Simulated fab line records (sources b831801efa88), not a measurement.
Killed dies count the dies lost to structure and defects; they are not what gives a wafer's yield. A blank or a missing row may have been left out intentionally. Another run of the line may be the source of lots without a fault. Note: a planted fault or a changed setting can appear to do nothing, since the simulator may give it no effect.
fab line records | flow gf180mcu | part 2 of 2: steps 35 to 47 of 47
[record] lots = 5 | wafers = 15 | last_day = 34
route steps=602 shown VT_IMPLANT@103 MVSD@136 NWELL@137 LVPWELL@138 MVPSD@139 DUAL_GATE@141
lots that met no fault: taken from a fault-free run of the same line
start_h: start of the lot's first displayed wafer, in hours after the record's first day | wait_h: how many hours have passed since the lot's step before this one | " identical to the entry in the row above | L1.1+2: one row covering several wafers at once | - no value, or no start given | * or withheld: withheld | < > ~ a bound
route shown NAME@n: NAME is a module with steps in the file, n the number in the route of the first one | usual: mean and standard deviation over wafers with no fault | same: alike in all rows | chamber/n: place in a boat | sites: readings site by site | _std_site: standard deviation across them | _edge_site: outer sites' mean less inner sites' | radius_mm: how far each site lies from the wafer's centre | mask NAME#n: copy n | behind: the tool/chamber that last shaped the wafer | hold: reason for holding the lot/hours on hold/outcome of the hold | device: whichever transistor did not switch (one of n, p or np) | end of line: at the end of the route, the tests of the same wafers | a step with no rows: only its recipe | killed: at the first sort, the dies lost to defects and structure; wafer yield is something else | map: a wafer's dies, marking killed ones x, the rest . and places with no die _
set.NAME: the setting the step ran with; set.NAME@STEP: the setting that earlier step ran with | model.NAME: the simulator's own value behind a step, which no gauge read
lots seen at some steps along the route; tables by step, rows by wafer
services: the hour from which a tool's chamber was out of use, counted from the record's first day as start_h (under 0 if before that day), plus the number of hours and why
[[steps]]
[step GF_VT_IMPLANT_RS_MEAS_47]
[recipe] thk_meas_gauge = four-point-probe
[usual] NWELL_RS = 487.7/1.1
lot.wafer | tool          | chamber | start_h | wait_h | NWELL_RS[ohm/sq]
L075.1    | film_metro-03 | -       | 155.98  | 0.1    | 487.8
L075.3    | "             | -       | "       | "      | 489.1
L075.5    | "             | -       | "       | "      | 487.5
L082.2    | film_metro-04 | -       | 210.40  | 0.1    | 487.2
L082.3    | "             | -       | "       | "      | 487.1
L082.5    | "             | -       | "       | "      | 486.5
L089.1    | film_metro-01 | -       | 272.08  | 0.1    | 487.1
L089.3    | "             | -       | "       | "      | 488.2
L089.5    | "             | -       | "       | "      | 488.7
L093.1    | film_metro-04 | -       | 294.78  | 0.1    | 487.5
L093.4    | "             | -       | "       | "      | 487.9
L093.6    | "             | -       | "       | "      | 488.6
L096.1    | film_metro-04 | -       | 303.98  | 0.1    | 486.4
L096.4    | "             | -       | "       | "      | 485.7
L096.5    | "             | -       | "       | "      | 486.1
[step GF_VT_IMPLANT_RS_MEAS_48]
[recipe] thk_meas_gauge = four-point-probe
[usual] LVPWELL_RS = 1195.9/2.9
lot.wafer | tool          | chamber | start_h | wait_h | LVPWELL_RS[ohm/sq]
L075.1    | film_metro-03 | -       | 156.10  | 0.1    | 1202.2
L075.3    | "             | -       | "       | "      | 1201.6
L075.5    | "             | -       | "       | "      | 1201.3
L082.2    | film_metro-04 | -       | 210.52  | 0.1    | 1191.2
L082.3    | "             | -       | "       | "      | 1190.6
L082.5    | "             | -       | "       | "      | 1192.8
L089.1    | film_metro-01 | -       | 272.20  | 0.1    | 1198.5
L089.3    | "             | -       | "       | "      | 1196.7
L089.5    | "             | -       | "       | "      | 1199.0
L093.1    | film_metro-04 | -       | 294.90  | 0.1    | 1192.5
L093.4    | "             | -       | "       | "      | 1196.4
L093.6    | "             | -       | "       | "      | 1189.2
L096.1    | film_metro-04 | -       | 304.10  | 0.1    | 1192.7
L096.4    | "             | -       | "       | "      | 1195.8
L096.5    | "             | -       | "       | "      | 1196.0
[step GF_VT_IMPLANT_RS_MEAS_49]
[recipe] thk_meas_gauge = four-point-probe
[usual] MVPSD_RS = 1168.7/2.7
lot.wafer | tool          | chamber | start_h | wait_h | MVPSD_RS[ohm/sq]
L075.1    | film_metro-03 | -       | 156.22  | 0.1    | 1169.2
L075.3    | "             | -       | "       | "      | 1172.8
L075.5    | "             | -       | "       | "      | 1171.0
L082.2    | film_metro-04 | -       | 210.64  | 0.1    | 1169.9
L082.3    | "             | -       | "       | "      | 1166.5
L082.5    | "             | -       | "       | "      | 1171.7
L089.1    | film_metro-01 | -       | 272.32  | 0.1    | 1164.9
L089.3    | "             | -       | "       | "      | 1170.3
L089.5    | "             | -       | "       | "      | 1167.1
L093.1    | film_metro-04 | -       | 295.02  | 0.1    | 1167.6
L093.4    | "             | -       | "       | "      | 1169.8
L093.6    | "             | -       | "       | "      | 1168.8
L096.1    | film_metro-04 | -       | 304.22  | 0.1    | 1168.1
L096.4    | "             | -       | "       | "      | 1165.4
L096.5    | "             | -       | "       | "      | 1165.7
[step GF_VT_IMPLANT_WET_ETCH_50]
[recipe] chemistry = dHF | target_depth_nm = 20 | target = SiO2 | temp_c = 25 | dilution = 100:1 | time_s = 400
[same] time_s = 400
lot.wafer  | tool         | chamber | start_h | wait_h
L075.1+3+5 | wet_bench-04 | 3       | 156.34  | 0.1
L082.2+3+5 | wet_bench-01 | 1       | 210.74  | 0.1
L089.1+3+5 | wet_bench-03 | 2       | 272.44  | 0.1
L093.1+4+6 | wet_bench-04 | 2       | 295.14  | 0.1
L096.1+4+5 | wet_bench-01 | 1       | 304.34  | 0.1
[step GF_DUAL_GATE_CLEAN_00]
[recipe] chemistry = SC1/SC2 | mix = 1:4:20 | temp_c = 70 | time_s = 150
[same] time_s = 150
lot.wafer  | tool         | chamber | start_h | wait_h
L075.1+3+5 | wet_bench-03 | 3       | 156.46  | 0.0
L082.2+3+5 | wet_bench-04 | 0       | 210.86  | 0.0
L089.1+3+5 | wet_bench-04 | 2       | 272.56  | 0.0
L093.1+4+6 | wet_bench-03 | 2       | 295.27  | 0.0
L096.1+4+5 | wet_bench-03 | 1       | 304.47  | 0.0
[step GF_DUAL_GATE_CLEAN_01]
[recipe] chemistry = dHF | time_s = 20 | dilution = 100:1 | dry = ipa_marangoni
[same] time_s = 20
lot.wafer  | tool         | chamber | start_h | wait_h
L075.1+3+5 | wet_bench-01 | 2       | 156.51  | 0.0
L082.2+3+5 | wet_bench-01 | 2       | 210.91  | 0.0
L089.1+3+5 | wet_bench-01 | 3       | 272.61  | 0.0
L093.1+4+6 | wet_bench-04 | 1       | 295.39  | 0.0
L096.1+4+5 | wet_bench-01 | 1       | 304.58  | 0.0
[step GF_DUAL_GATE_OXIDATION_02]
[recipe] temp_c = 900 | ambient = O2 | stabilise_s = 600 | purge_s = 300 | target_thk_a = 108.87 | ox_time_s = 1602
[usual] tube_center_temp_C = 900.01/0.092
lot.wafer | tool       | chamber | start_h | wait_h | tube_center_temp_C
L075.1    | furnace-02 | 0       | 156.91  | 0.4    | 899.98
L075.3    | "          | 0       | "       | "      | 900.07
L075.5    | "          | 0       | "       | "      | 899.95
L082.2    | furnace-01 | 0       | 214.20  | 3.3    | 900.11
L082.3    | "          | 0       | "       | "      | 899.94
L082.5    | "          | 0       | "       | "      | 900.11
L089.1    | furnace-02 | 0       | 272.98  | 0.4    | 899.92
L089.3    | "          | 0       | "       | "      | 900.10
L089.5    | "          | 0       | "       | "      | 899.96
L093.1    | furnace-01 | 0       | 298.47  | 3.1    | 900.13
L093.4    | "          | 0       | "       | "      | 899.93
L093.6    | "          | 0       | "       | "      | 900.19
L096.1    | furnace-01 | 0       | 304.60  | 0.0    | 899.97
L096.4    | "          | 0       | "       | "      | 899.92
L096.5    | "          | 0       | "       | "      | 900.09
[step GF_DUAL_GATE_THK_MEAS_03]
[recipe] reads = SiO2_of_DUAL_GATE_OXIDATION_02
[usual] DUAL_GATE_OXIDATION_00_THK = 10.79/0.24
lot.wafer | tool          | chamber | start_h | wait_h | DUAL_GATE_OXIDATION_00_THK[nm]
L075.1    | film_metro-03 | -       | 158.36  | 0.0    | 10.54
L075.3    | "             | -       | "       | "      | 10.64
L075.5    | "             | -       | "       | "      | 10.68
L082.2    | film_metro-03 | -       | 215.66  | 0.0    | 10.93
L082.3    | "             | -       | "       | "      | 10.88
L082.5    | "             | -       | "       | "      | 10.88
L089.1    | film_metro-02 | -       | 274.42  | 0.0    | 10.92
L089.3    | "             | -       | "       | "      | 10.96
L089.5    | "             | -       | "       | "      | 10.98
L093.1    | film_metro-03 | -       | 299.92  | 0.0    | 11.10
L093.4    | "             | -       | "       | "      | 10.92
L093.6    | "             | -       | "       | "      | 10.85
L096.1    | film_metro-04 | -       | 306.04  | 0.0    | 11.15
L096.4    | "             | -       | "       | "      | 11.08
L096.5    | "             | -       | "       | "      | 11.19
[step GF_DUAL_GATE_DEHYDRATE_04]
[recipe] temp_c = 200 | time_s = 60
[same] time_s = 60
lot.wafer  | tool           | chamber | start_h | wait_h
L075.1+3+5 | litho_track-04 | 0       | 165.82  | 7.5
L082.2+3+5 | litho_track-04 | 0       | 223.70  | 8.0
L089.1+3+5 | litho_track-01 | 0       | 283.56  | 9.1
L093.1+4+6 | litho_track-01 | 0       | 309.11  | 9.2
L096.1+4+5 | litho_track-01 | 0       | 315.61  | 9.6
[step GF_DUAL_GATE_HMDS_05]
[recipe] prime_time_s = 60 | prime_temp_c = 120
lot.wafer  | tool           | chamber | start_h | wait_h
L075.1+3+5 | litho_track-04 | 0       | 165.97  | 0.1
L082.2+3+5 | litho_track-04 | 0       | 223.85  | 0.1
L089.1+3+5 | litho_track-01 | 0       | 283.71  | 0.1
L093.1+4+6 | litho_track-01 | 0       | 309.26  | 0.1
L096.1+4+5 | litho_track-01 | 0       | 315.76  | 0.1
[step GF_DUAL_GATE_COAT_06]
[recipe] resist = NOVOLAK | spin_rpm = 3000 | resist_thk_nm = 1000
lot.wafer  | tool           | chamber | start_h | wait_h
L075.1+3+5 | litho_track-04 | 0       | 166.12  | 0.1
L082.2+3+5 | litho_track-04 | 0       | 224.00  | 0.1
L089.1+3+5 | litho_track-01 | 0       | 283.86  | 0.1
L093.1+4+6 | litho_track-01 | 0       | 309.41  | 0.1
L096.1+4+5 | litho_track-01 | 0       | 315.91  | 0.1
[step GF_DUAL_GATE_SOFTBAKE_07]
[recipe] temp_c = 90 | time_s = 60 | resist = NOVOLAK
[same] time_s = 60
lot.wafer  | tool           | chamber | start_h | wait_h
L075.1+3+5 | litho_track-04 | 0       | 166.27  | 0.1
L082.2+3+5 | litho_track-04 | 0       | 224.15  | 0.1
L089.1+3+5 | litho_track-01 | 0       | 284.01  | 0.1
L093.1+4+6 | litho_track-01 | 0       | 309.56  | 0.1
L096.1+4+5 | litho_track-01 | 0       | 316.06  | 0.1
[step GF_DUAL_GATE_EXPOSE_08]
[recipe] mask_id = Dualgate | target_cd_nm = 700 | na = 0.6 | source_shape = conventional | sigma_outer = 0.6 | dose_mj = 140
lot.wafer  | tool             | chamber | start_h | wait_h | mask
L075.1+3+5 | iline_stepper-01 | 0       | -       | -      | Dualgate#0
L082.2+3+5 | iline_stepper-02 | 0       | -       | -      | Dualgate#0
L089.1+3+5 | iline_stepper-01 | 0       | -       | -      | Dualgate#0
L093.1+4+6 | iline_stepper-01 | 0       | -       | -      | Dualgate#0
L096.1+4+5 | iline_stepper-02 | 0       | -       | -      | Dualgate#0
[[services]]
tool             | chamber | start_h | hours | kind
iline_stepper-01 | -       | 96.53   | 1.7   | pm
plasma_asher-04  | -       | 108.75  | 9.0   | pm
implanter-01     | -       | 112.94  | 4.5   | pm
wet_bench-03     | -       | 118.15  | 1.9   | pm
furnace-01       | -       | 119.22  | 9.5   | pm
plasma_asher-03  | -       | 126.25  | 4.0   | pm
furnace-02       | -       | 129.80  | 4.0   | pm
furnace-02       | -       | 133.80  | 3.9   | pm
implanter-01     | -       | 164.68  | 2.6   | pm
plasma_asher-03  | -       | 165.27  | 4.0   | repair
iline_stepper-02 | -       | 174.56  | 1.7   | pm
furnace-01       | -       | 187.69  | 4.9   | pm
plasma_asher-02  | -       | 189.53  | 2.8   | pm
implanter-02     | -       | 193.43  | 9.6   | repair
furnace-01       | -       | 209.86  | 4.3   | pm
plasma_asher-03  | -       | 212.49  | 2.8   | pm
implanter-02     | -       | 213.78  | 6.1   | pm
wet_bench-01     | -       | 233.69  | 1.9   | pm
furnace-01       | -       | 238.29  | 7.1   | pm
iline_stepper-01 | -       | 254.57  | 13.2  | repair
plasma_asher-02  | -       | 269.56  | 23.2  | pm
plasma_asher-04  | -       | 279.73  | 0.6   | repair
iline_stepper-02 | -       | 311.63  | 2.1   | pm
iline_stepper-01 | -       | 314.82  | 1.7   | pm
